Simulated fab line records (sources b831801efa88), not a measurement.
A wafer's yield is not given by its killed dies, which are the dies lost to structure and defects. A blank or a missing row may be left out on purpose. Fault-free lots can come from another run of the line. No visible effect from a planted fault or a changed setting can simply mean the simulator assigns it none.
fab line records	flow sky130
record: lots: 9	wafers: 27	last-day: 50
route steps=708 shown METAL3@568 VIA3@596 CAP2M@616 METAL4@633 PAD_OPEN@708
lots untouched by any fault: they come from a run of this same line in which no faults occurred
start-h: hours from the record's opening day to when the first of the lot's shown wafers began	wait-h: how many hours have passed since the lot's step before this one	" repeats the value in the row above	L1.1+2: several wafers, shown together as one row	- either no value or no given start	* or withheld: withheld	< > ~ a bound
route shown NAME@n: a module of which the file shows steps, and the number in the route of the first	usual: mean/standard deviation taken from wafers without a fault	same: alike in all rows	chamber/n: place in a boat	sites: each site's reading	_std_site: the values' standard deviation	_edge_site: outer sites' mean less inner sites'	radius-mm: how far each site lies from the wafer's centre	mask NAME#n: copy n	behind: the last tool/chamber to shape the wafer	hold: why the lot went on hold/how many hours it stayed there/how the hold came to an end	device: transistor that didn't switch, given as n, p or np	end of line: tests of these same wafers at the route's end	where a step has no rows: the recipe by itself	killed: the dies lost at the first sort to structure and to defects; this is not the yield of the wafer	map: dies across one wafer; x = killed, . = not, _ = none there
set.NAME: the setting as run; set.NAME@STEP: as run at that earlier step	model.NAME: the simulator's own value behind a step, which no gauge read
a sample of lots followed through the steps of the route, with each step as a table and each wafer as a row
services: from which hour (start-h, from the record's first day; less than 0 if before it) a tool's chamber was out of use, for how many hours, and why
== steps ==
step: SKY_METAL3_METAL_ETCH_18
recipe: target-depth-a: 8450	stop-on: SiO2	over-etch-frac: 0.3	time-s: 183.1	chemistry: Cl2/BCl3	resist-sidewall-deg: 88	pressure-mtorr: 10	icp-w: 900	bias-w: 48.5	Cl2_flow_sccm: 60	bcl3-flow-sccm: 30
usual: drypump-motor-current-A: 5.65/0.23	oes-product-au: 0.864/0.0056	rf-fwd-power-W: 896.5/3	throttle-valve-pct: 22.263/0.0087
same: over-etch-frac: 0.3
lot.wafer	tool	chamber	start-h	wait-h	drypump-motor-current-A	oes-product-au	rf-fwd-power-W	rf-hours-counter-h	throttle-valve-pct
L268.1	rie-metal-04	1	926.79	0.0	5.47	0.859	894.0	18	22.270
L268.3	"	0	"	"	6.17	0.857	898.4	-	22.265
L268.5	"	0	"	"	6.15	0.868	897.5	-	22.260
L271.1	rie-metal-03	0	943.84	0.0	5.62	0.870	893.9	8	22.249
L271.3	"	1	"	"	5.58	0.859	893.0	-	22.271
L271.5	"	1	"	"	5.58	0.864	894.7	-	22.272
L270.1	rie-metal-04	1	954.47	0.0	5.48	0.870	898.1	19	22.262
L270.3	"	1	"	"	5.44	0.870	899.2	-	22.252
L270.4	"	0	"	"	6.19	0.865	895.0	-	22.263
L273.2	rie-metal-02	0	967.09	0.0	5.72	0.861	894.3	19	22.247
L273.4	"	0	"	"	5.70	0.858	896.8	-	22.249
L273.6	"	1	"	"	5.45	0.866	897.2	-	22.259
L275.3	rie-metal-02	0	977.43	0.1	5.68	0.866	893.6	-	22.265
L275.4	"	1	"	"	5.46	0.866	903.1	-	22.282
L275.5	"	0	"	"	5.66	0.862	889.8	-	22.255
L277.4	rie-metal-04	1	991.60	0.1	5.46	0.862	898.5	-	22.256
L277.5	"	1	"	"	5.43	0.870	898.7	-	22.256
L277.6	"	0	"	"	6.14	0.854	896.3	-	22.258
L283.2	rie-metal-03	0	1031.60	0.0	5.60	0.865	893.1	13	22.273
L283.4	"	1	"	"	5.57	0.870	898.2	-	22.276
L283.5	"	1	"	"	5.62	0.866	901.2	-	22.261
L286.1	rie-metal-03	0	1051.42	0.0	5.59	0.858	897.4	15	22.256
L286.4	"	1	"	"	5.57	0.865	901.1	-	22.260
L286.5	"	1	"	"	5.59	0.865	896.9	-	22.250
L288.2	rie-metal-03	1	1056.92	0.0	5.58	0.867	896.4	18	22.272
L288.3	"	0	"	"	5.64	0.859	892.8	-	22.265
L288.6	"	1	"	"	5.63	0.866	895.7	-	22.263
step: SKY_METAL3_STRIP_19
recipe: chemistry: O2/N2	power-w: 1400	pressure-mtorr: 1500	platen-temp-c: withheld	o2-flow-sccm: 3000	n2-flow-sccm: 300	overash-fraction: 0.5
usual: drypump-motor-current-A: 5.7/0.57	oes-product-au: 0.502/0.0053	strip-time-to-endpoint-s: 6.53/0.068
lot.wafer	tool	chamber	start-h	wait-h	drypump-motor-current-A	oes-product-au	rf-hours-counter-h	strip-time-to-endpoint-s
L268.1	plasma-asher-03	1	926.97	0.1	6.0	0.491	115	6.45
L268.3	"	0	"	"	6.0	0.501	-	6.48
L268.5	"	0	"	"	6.0	0.496	-	6.55
L271.1	plasma-asher-02	0	944.02	0.1	5.8	0.511	21	6.58
L271.3	"	0	"	"	5.8	0.506	-	6.56
L271.5	"	1	"	"	6.4	0.505	-	6.54
L270.1	plasma-asher-03	1	954.65	0.1	6.0	0.496	118	6.50
L270.3	"	1	"	"	6.0	0.499	-	6.51
L270.4	"	0	"	"	6.0	0.511	-	6.63
L273.2	plasma-asher-01	1	967.27	0.1	5.0	0.500	45	6.48
L273.4	"	1	"	"	5.0	0.507	-	6.46
L273.6	"	0	"	"	4.8	0.505	-	6.56
L275.3	plasma-asher-02	0	977.58	0.1	5.8	0.495	-	6.41
L275.4	"	1	"	"	6.5	0.496	-	6.45
L275.5	"	1	"	"	6.4	0.494	-	6.48
L277.4	plasma-asher-03	1	991.75	0.1	6.0	0.493	-	6.54
L277.5	"	0	"	"	6.0	0.510	-	6.55
L277.6	"	1	"	"	6.0	0.513	-	6.60
L283.2	plasma-asher-01	0	1031.77	0.1	4.8	0.505	50	6.60
L283.4	"	0	"	"	4.9	0.501	-	6.54
L283.5	"	0	"	"	4.8	0.502	-	6.58
L286.1	plasma-asher-02	1	1051.60	0.1	6.4	0.497	32	6.56
L286.4	"	1	"	"	6.4	0.500	-	6.44
L286.5	"	1	"	"	6.4	0.500	-	6.46
L288.2	plasma-asher-02	1	1057.10	0.1	6.4	0.502	32	6.55
L288.3	"	0	"	"	5.8	0.497	-	6.55
L288.6	"	1	"	"	6.5	0.510	-	6.50
step: SKY_VIA3_THK_MEAS_23
recipe: thk-meas-gauge: xrf	reads: W_of_VIA3_CVD_21
usual: VIA3_W_THK: 405/6.3
lot.wafer	tool	chamber	start-h	wait-h	VIA3_W_THK[nm]
L268.1	film-metro-04	-	953.67	0.1	398
L268.3	"	-	"	"	402
L268.5	"	-	"	"	395
L271.1	film-metro-01	-	970.72	0.1	403
L271.3	"	-	"	"	402
L271.5	"	-	"	"	409
L270.1	film-metro-04	-	981.35	0.1	416
L270.3	"	-	"	"	419
L270.4	"	-	"	"	405
L273.2	film-metro-02	-	993.55	0.1	413
L273.4	"	-	"	"	416
L273.6	"	-	"	"	404
L275.3	film-metro-02	-	1003.42	0.1	396
L275.4	"	-	"	"	409
L275.5	"	-	"	"	414
L277.4	film-metro-02	-	1017.26	0.1	407
L277.5	"	-	"	"	401
L277.6	"	-	"	"	407
L283.2	film-metro-02	-	1056.84	0.1	397
L283.4	"	-	"	"	401
L283.5	"	-	"	"	396
L286.1	film-metro-02	-	1074.84	0.1	402
L286.4	"	-	"	"	407
L286.5	"	-	"	"	408
L288.2	film-metro-04	-	1080.50	0.1	397
L288.3	"	-	"	"	403
L288.6	"	-	"	"	403
step: SKY_CAP2M_METAL_ETCH_13
recipe: target-depth-nm: 220	stop-on: SiO2	chemistry: Cl2/BCl3	target: TiN	pressure-mtorr: 10	icp-w: 900	bias-w: 48.5	Cl2_flow_sccm: 60	bcl3-flow-sccm: 30	time-s: 62.9
usual: drypump-motor-current-A: 5.5/0.4	oes-product-au: 0.947/0.007	rf-fwd-power-W: 894/3.2	throttle-valve-pct: 21.899/0.011
lot.wafer	tool	chamber	start-h	wait-h	drypump-motor-current-A	oes-product-au	rf-fwd-power-W	rf-hours-counter-h	throttle-valve-pct
L268.1	rie-metal-04	1	978.20	0.0	5.5	0.954	891	20	21.892
L268.3	"	1	"	"	5.4	0.946	893	-	21.901
L268.5	"	1	"	"	5.5	0.946	895	-	21.910
L271.1	rie-metal-02	0	995.70	0.0	5.7	0.953	895	21	21.905
L271.3	"	0	"	"	5.7	0.940	893	-	21.887
L271.5	"	0	"	"	5.7	0.946	896	-	21.888
L270.1	rie-metal-01	0	1005.30	0.0	5.1	0.957	886	8	21.905
L270.3	"	0	"	"	5.1	0.950	890	-	21.902
L270.4	"	0	"	"	5.1	0.940	888	-	21.905
L273.2	rie-metal-01	0	1017.92	0.0	5.1	0.943	890	-	21.902
L273.4	"	0	"	"	5.1	0.943	895	-	21.923
L273.6	"	0	"	"	5.1	0.934	892	-	21.901
L275.3	rie-metal-04	0	1026.65	0.1	6.2	0.947	895	-	21.873
L275.4	"	0	"	"	6.2	0.938	895	-	21.880
L275.5	"	0	"	"	6.2	0.947	889	-	21.908
L277.4	rie-metal-01	0	1039.90	0.0	5.1	0.958	890	-	21.871
L277.5	"	0	"	"	5.1	0.950	894	-	21.875
L277.6	"	1	"	"	5.2	0.955	892	-	21.905
L283.2	rie-metal-01	1	1078.90	0.0	5.3	0.962	896	17	21.881
L283.4	"	0	"	"	5.1	0.952	1038	-	21.916
L283.5	"	1	"	"	5.2	0.956	891	-	21.904
L286.1	rie-metal-02	0	1096.00	0.0	5.7	0.937	895	3	21.878
L286.4	"	1	"	"	5.4	0.941	897	-	21.892
L286.5	"	0	"	"	5.7	0.935	894	-	21.914
L288.2	rie-metal-04	0	1101.65	0.0	6.2	0.957	899	18	21.900
L288.3	"	0	"	"	6.2	0.944	896	-	21.891
L288.6	"	1	"	"	5.5	0.959	894	-	21.913
step: SKY_CAP2M_STRIP_14
recipe: chemistry: O2/N2	power-w: 1400	pressure-mtorr: 1500	platen-temp-c: withheld	o2-flow-sccm: 3000	n2-flow-sccm: 300	overash-fraction: 0.5
usual: drypump-motor-current-A: 5.5/0.64	oes-product-au: 0.711/0.0053	strip-time-to-endpoint-s: 12.65/0.045
lot.wafer	tool	chamber	start-h	wait-h	drypump-motor-current-A	oes-product-au	rf-hours-counter-h	strip-time-to-endpoint-s
L268.1	plasma-asher-03	0	978.28	0.1	6.0	0.706	120	12.63
L268.3	"	1	"	"	6.0	0.718	-	12.61
L268.5	"	0	"	"	6.0	0.711	-	12.65
L271.1	plasma-asher-01	0	995.77	0.1	4.8	0.714	47	12.65
L271.3	"	1	"	"	5.0	0.720	-	12.69
L271.5	"	0	"	"	4.8	0.709	-	12.67
L270.1	plasma-asher-03	0	1005.45	0.1	6.0	0.711	123	12.68
L270.3	"	1	"	"	6.0	0.713	-	12.72
L270.4	"	0	"	"	6.0	0.709	-	12.74
L273.2	plasma-asher-01	0	1018.05	0.1	4.8	0.716	49	12.59
L273.4	"	0	"	"	4.8	0.715	-	12.63
L273.6	"	1	"	"	5.0	0.706	-	12.58
L275.3	plasma-asher-04	1	1026.79	0.1	4.9	0.711	-	12.56
L275.4	"	0	"	"	6.3	0.705	-	12.58
L275.5	"	0	"	"	6.3	0.716	-	12.63
L277.4	plasma-asher-04	1	1039.99	0.1	5.0	0.702	-	12.62
L277.5	"	1	"	"	5.0	0.712	-	12.63
L277.6	"	0	"	"	6.3	0.707	-	12.63
L283.2	plasma-asher-01	1	1078.98	0.1	5.0	0.715	55	12.66
L283.4	"	1	"	"	5.0	0.707	-	12.44
L283.5	"	0	"	"	4.8	0.703	-	12.65
L286.1	plasma-asher-03	1	1096.07	0.1	6.1	0.710	2	12.69
L286.4	"	1	"	"	6.0	0.710	-	12.67
L286.5	"	0	"	"	6.0	0.710	-	12.68
L288.2	plasma-asher-04	1	1101.73	0.1	4.9	0.711	99	12.66
L288.3	"	0	"	"	6.3	0.716	-	12.69
L288.6	"	1	"	"	4.9	0.717	-	12.65
step: SKY_METAL4_ETCH_17
recipe: target: SiO2	stop-on: TiN	chemistry: C4F8/O2/Ar	source-w: 1500	bias-w: 1200	pressure-mtorr: 40	c4f8-flow-sccm: withheld	O2_flow_sccm: 6	Ar_flow_sccm: 300	time-s: 3.9	target-depth-a: 150
usual: oes-product-au: 0.755/0.0069	rf-fwd-power-W: 1465/4.8
lot.wafer	tool	chamber	start-h	wait-h	oes-product-au	rf-fwd-power-W	rf-hours-counter-h
L268.1	rie-diel-02	2	1002.65	0.1	0.752	1472	2
L268.3	"	0	"	"	0.747	1464	10
L268.5	"	1	"	"	0.760	1466	-
L271.1	rie-diel-01	1	1019.90	0.1	0.758	1463	25
L271.3	"	3	"	"	0.760	1458	5
L271.5	"	3	"	"	0.773	1456	-
L270.1	rie-diel-02	0	1028.60	0.1	0.748	1463	11
L270.3	"	2	"	"	0.753	1474	3
L270.4	"	1	"	"	0.754	1471	9
L273.2	rie-diel-02	2	1041.55	0.1	0.739	1468	3
L273.4	"	1	"	"	0.753	1467	9
L273.6	"	0	"	"	0.748	1468	-
L275.3	rie-diel-01	1	1050.39	0.0	0.760	1469	25
L275.4	"	0	"	"	0.762	1464	8
L275.5	"	3	"	"	0.752	1467	-
L277.4	rie-diel-04	0	1062.78	0.1	0.751	1460	12
L277.5	"	2	"	"	0.754	1474	-
L277.6	"	1	"	"	0.755	1465	-
L283.2	rie-diel-02	1	1100.30	0.1	0.752	1469	11
L283.4	"	3	"	"	0.694	1461	5
L283.5	"	1	"	"	0.756	1465	-
L286.1	rie-diel-02	2	1116.50	0.1	0.758	1462	5
L286.4	"	1	"	"	0.765	1467	12
L286.5	"	2	"	"	0.761	1467	-
L288.2	rie-diel-01	2	1122.45	0.1	0.754	1458	19
L288.3	"	0	"	"	0.759	1467	10
L288.6	"	2	"	"	0.753	1458	-
step: SKY_PAD_OPEN_PROBE_99
usual: defect-limited-yield: 82.6/2.1	killed_at_M0_to_M3: 42/7.6	killed_at_M4_up: 3.4/2	killed-at-contacts: 24/5.9	killed-at-front-end: 16/4.5	killed-at-other: 0.4/0.58	killed-dies: 86/10	killed-on-rim: 17/4.2	killed-open: 47/7.6	killed-short: 39/6.7	sort_bin_3_pad_short: 0.9/0.42	sort_bin_5_function: 10.3/1.7	sort_bin_6_memory: 6.2/1.2	sort-n-pass: 406/10	sort-yield-pct: 82.6/2.1
same: gross-dies: 492	killed-at-back-side: 0	sort_bin_4_leakage[%]: 0	sort_bin_8_speed[%]: 0
lot.wafer	tool	chamber	start-h	wait-h	defect-limited-yield[%]	killed_at_M0_to_M3	killed_at_M4_up	killed-at-contacts	killed-at-front-end	killed-at-other	killed-dies	killed-on-rim	killed-open	killed-short	sort_bin_3_pad_short[%]	sort_bin_5_function[%]	sort_bin_6_memory[%]	sort-n-pass	sort-yield-pct[%]
L268.1	prober-02	-	1096.78	0.1	80.7	36	2	34	23	0	95	12	46	49	1.6	10.2	7.5	397	80.7
L268.3	prober-02	-	1096.88	0.2	82.7	35	5	23	22	0	85	18	43	42	0.6	10.6	6.1	407	82.7
L268.5	prober-02	-	1096.98	0.2	85.6	37	3	13	17	1	71	13	33	37	1.0	9.1	4.3	421	85.6
L271.1	prober-02	-	1110.84	0.1	81.7	38	3	33	15	1	90	19	52	37	1.8	10.8	5.7	402	81.7
L271.3	prober-02	-	1110.94	0.2	80.5	49	3	24	18	2	96	16	60	34	1.6	10.2	7.7	396	80.5
L271.5	prober-02	-	1111.04	0.2	83.7	38	5	22	15	0	80	20	37	42	1.8	8.7	5.7	412	83.7
L275.3	prober-02	-	1137.63	0.2	86.0	32	6	20	11	0	69	10	42	26	0.6	8.3	5.1	423	86.0
L275.4	prober-02	-	1137.68	0.2	85.6	37	5	11	18	0	71	15	40	30	0.4	6.3	7.7	421	85.6
L275.5	prober-02	-	1137.73	0.2	82.3	37	3	18	27	2	87	14	50	36	1.0	10.8	5.9	405	82.3
L283.2	prober-02	-	1179.88	0.1	86.4	36	1	17	13	0	67	19	35	32	0.8	5.1	7.7	425	86.4
L283.4	prober-02	-	1179.98	0.2	78.9	61	1	25	16	1	104	15	52	52	0.8	13.0	7.3	388	78.9
L286.1	prober-02	-	1193.58	0.1	81.1	45	4	28	15	1	93	20	56	36	0.8	10.0	8.1	399	81.1
L286.5	prober-02	-	1193.78	0.2	81.9	38	5	32	14	0	89	20	54	35	0.4	11.2	6.5	403	81.9
killed by level:class
L268.1 LI_CONTACT:geometric-particle:open=11 VIA1:geometric-particle:open=8 LI_CONTACT:geometric-particle:short=7 CONTACT:geometric-particle:short=7 VIA3:geometric-particle:open=6 FIELD_ISO:geometric-particle:short=5 METAL2:geometric-particle:short=5 POLY_GATE:geometric-particle:short=4
L268.3 CONTACT:geometric-particle:open=10 FIELD_ISO:geometric-particle:short=7 VIA1:geometric-particle:open=6 VIA1:geometric-particle:short=6 VIA3:geometric-particle:open=6 VIA3:geometric-particle:short=4 LI_CONTACT:geometric-particle:open=4 LOCAL_INTERCONNECT:geometric-particle:short=4
L268.5 VIA1:geometric-particle:open=9 POLY_GATE:geometric-particle:short=6 VIA1:geometric-particle:short=5 LOCAL_INTERCONNECT:geometric-particle:short=5 METAL2:geometric-particle:short=5 VIA3:geometric-particle:open=5 FIELD_ISO:geometric-particle:open=3 LI_CONTACT:geometric-particle:open=3
L271.1 CONTACT:geometric-particle:open=16 VIA3:geometric-particle:open=9 VIA1:geometric-particle:open=8 METAL3:geometric-particle:short=6 LI_CONTACT:geometric-particle:open=5 CONTACT:geometric-particle:short=5 METAL2:geometric-particle:short=5 FIELD_ISO:geometric-particle:short=3
L271.3 CONTACT:geometric-particle:open=12 VIA1:geometric-particle:open=9 FIELD_ISO:geometric-particle:open=8 VIA2:geometric-particle:open=8 VIA1:geometric-particle:short=8 POLY_GATE:geometric-particle:open=5 LI_CONTACT:geometric-particle:open=5 VIA2:geometric-particle:short=5
L271.5 VIA1:geometric-particle:open=10 CONTACT:geometric-particle:open=7 METAL2:geometric-particle:short=6 POLY_GATE:geometric-particle:short=5 LI_CONTACT:geometric-particle:open=5 VIA3:geometric-particle:short=5 POLY_GATE:geometric-particle:open=4 CONTACT:geometric-particle:short=4
L275.3 CONTACT:geometric-particle:open=9 VIA1:geometric-particle:open=9 METAL1:geometric-particle:short=7 VIA3:geometric-particle:open=5 LI_CONTACT:geometric-particle:open=5 METAL2:geometric-particle:short=4 METAL4:geometric-particle:short=4 FIELD_ISO:geometric-particle:open=3
L275.4 METAL1:geometric-particle:short=10 CONTACT:geometric-particle:open=7 POLY_GATE:geometric-particle:open=6 FIELD_ISO:geometric-particle:open=5 VIA2:geometric-particle:open=5 VIA1:geometric-particle:open=5 VIA3:geometric-particle:open=4 POLY_GATE:geometric-particle:short=3
L275.5 VIA1:geometric-particle:open=12 CONTACT:geometric-particle:open=11 FIELD_ISO:geometric-particle:open=8 POLY_GATE:geometric-particle:open=6 METAL2:geometric-particle:short=6 FIELD_ISO:geometric-particle:short=5 POLY_GATE:geometric-particle:short=5 METAL1:geometric-particle:short=5
L283.2 LI_CONTACT:geometric-particle:open=8 METAL2:geometric-particle:short=8 VIA2:geometric-particle:open=7 METAL1:geometric-particle:short=6 POLY_GATE:geometric-particle:open=5 CONTACT:geometric-particle:open=5 POLY_GATE:geometric-particle:short=4 VIA1:geometric-particle:open=4
L283.4 VIA1:geometric-particle:open=12 LI_CONTACT:geometric-particle:open=11 METAL1:geometric-particle:short=10 METAL2:geometric-particle:short=10 FIELD_ISO:geometric-particle:short=6 VIA3:geometric-particle:open=6 LI_CONTACT:geometric-particle:short=5 CONTACT:geometric-particle:open=5
L286.1 VIA1:geometric-particle:open=11 CONTACT:geometric-particle:open=9 LI_CONTACT:geometric-particle:open=8 VIA3:geometric-particle:open=8 LI_CONTACT:geometric-particle:short=6 METAL1:geometric-particle:short=6 VIA3:geometric-particle:short=6 FIELD_ISO:geometric-particle:open=4
L286.5 CONTACT:geometric-particle:open=12 LI_CONTACT:geometric-particle:open=10 VIA3:geometric-particle:open=9 VIA2:geometric-particle:open=7 POLY_GATE:geometric-particle:short=5 VIA1:geometric-particle:open=5 POLY_GATE:geometric-particle:open=4 LI_CONTACT:geometric-particle:short=4
== services ==
tool	chamber	start-h	hours	kind
plasma-asher-03	-	908.67	0.4	repair
rie-diel-01	0	920.33	3.3	repair
rie-metal-01	1	925.51	7.2	repair
rie-diel-04	3	926.95	2.6	repair
rie-diel-02	1	938.01	9.5	repair
rie-metal-03	1	947.00	2.8	repair
plasma-asher-04	-	963.41	3.7	repair
plasma-asher-02	-	970.39	4.0	repair
rie-metal-01	1	971.59	47.0	repair
plasma-asher-01	-	983.19	2.0	repair
rie-diel-01	3	984.07	2.1	repair
plasma-asher-01	-	985.22	3.9	repair
plasma-asher-03	-	989.98	0.9	repair
rie-diel-01	-	991.41	0.4	repair
rie-metal-01	-	994.03	2.8	pm
plasma-asher-03	-	996.05	0.3	repair
rie-metal-01	0	1018.13	6.6	repair
rie-metal-04	-	1028.83	5.8	repair
plasma-asher-03	-	1055.05	14.6	pm
rie-metal-01	0	1059.14	10.0	repair
plasma-asher-03	-	1069.65	9.0	pm
rie-diel-04	0	1074.27	4.7	repair
rie-diel-02	3	1101.91	6.8	repair
plasma-asher-03	-	1109.08	2.8	pm
== key ==
first-sign: step: SKY_CAP2M_METAL_ETCH_13	reading: rf-fwd-power-W	direction: up	sigmas: 45	usual: 894	struck: 1038
effect: step: SKY_CAP2M_STRIP_14	reading: strip-time-to-endpoint-s	direction: down	sigmas: 4.6	usual: *	struck: *
effect: step: SKY_METAL4_ETCH_17	reading: oes-product-au	direction: down	sigmas: 8.8	usual: 0.755	struck: 0.694
met-at SKY_CAP2M_METAL_ETCH_13
struck-lots L283
struck-wafers L283.4
not-acting-at SKY_METAL3_METAL_ETCH_18,SKY_METAL3_STRIP_19,SKY_VIA3_THK_MEAS_23
onset-between 1039.90 1078.90
fault: kind: process-parameter-drift	tool: rie-metal-01	chamber: 0	onset-h: 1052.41	steps: SKY_CAP2M_METAL_ETCH_13	channel: icp-w	offset: 144	shape: step	end-h: 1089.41	acts-in: these-recipes-only	stated: 900
